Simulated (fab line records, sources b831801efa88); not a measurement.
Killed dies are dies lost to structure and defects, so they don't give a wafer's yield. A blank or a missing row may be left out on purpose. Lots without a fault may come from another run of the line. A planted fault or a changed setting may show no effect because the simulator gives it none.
Which tool did it? | flow gf180mcu | 7 lots, 21 wafers sampled, at 2 steps of a route of 602

WHAT THE GAUGES READ, wafer by wafer
GF_V2_CD_MEAS_14: target cd 260 nm.
lot  | measured     | on        | cd_nm (nm)
L262 | day 21 03:56 | cd_sem-01 | 260.5 260.3 260.9
L264 | day 21 23:02 | cd_sem-01 | 259.0 260.3 260.4
L267 | day 23 01:26 | cd_sem-01 | 260.3 259.6 260.0
L273 | day 25 02:38 | cd_sem-02 | 258.6 258.9 259.1
L275 | day 25 23:21 | cd_sem-02 | 257.6 258.2 258.4
L280 | day 27 05:06 | cd_sem-01 | 261.0 260.5 261.2
L283 | day 28 01:39 | cd_sem-01 | 262.0 260.9 260.5

WHICH TOOL RAN EACH LOT (tool, then ch and the chambers of the sampled wafers, then the start)
lot  | GF_V2_CVD_02
L262 | pecvd-03 ch 1,2, day 20 03:38
L264 | pecvd-04 ch 1,2, day 20 23:28
L267 | pecvd-04 ch 1, day 22 02:01
L273 | pecvd-02 ch 0,1, day 24 04:23
L275 | pecvd-04 ch 0,2, day 25 01:32
L280 | pecvd-03 ch 0,1, day 26 07:44
L283 | pecvd-04 ch 0,1,2, day 27 04:38
- GF_V2_CVD_02: deposits SiO2 from TEOS, target thk 850 nm, time 94.851 s.

THE ANSWER, worked out from the rows above alone
Rule: what is usual is taken from the lots themselves. Put in order of their means at a reading, lots are off if they are a third of the lots or fewer, leave a main group of 4 or more, and stand apart from it by a gap of 3 or more times the standard deviation of the main group's means; of several such gaps the widest counts. A main group whose means are all the same, to the digits that the tables above print for the reading, isn't used. A lot without any number at a reading at which 4 lots or more have one is off too. The other lots that the step has rows for count as sound.
No lot is off at any reading shown: from this, nothing can be told.

WHAT THE SIMULATOR HAD PUT IN
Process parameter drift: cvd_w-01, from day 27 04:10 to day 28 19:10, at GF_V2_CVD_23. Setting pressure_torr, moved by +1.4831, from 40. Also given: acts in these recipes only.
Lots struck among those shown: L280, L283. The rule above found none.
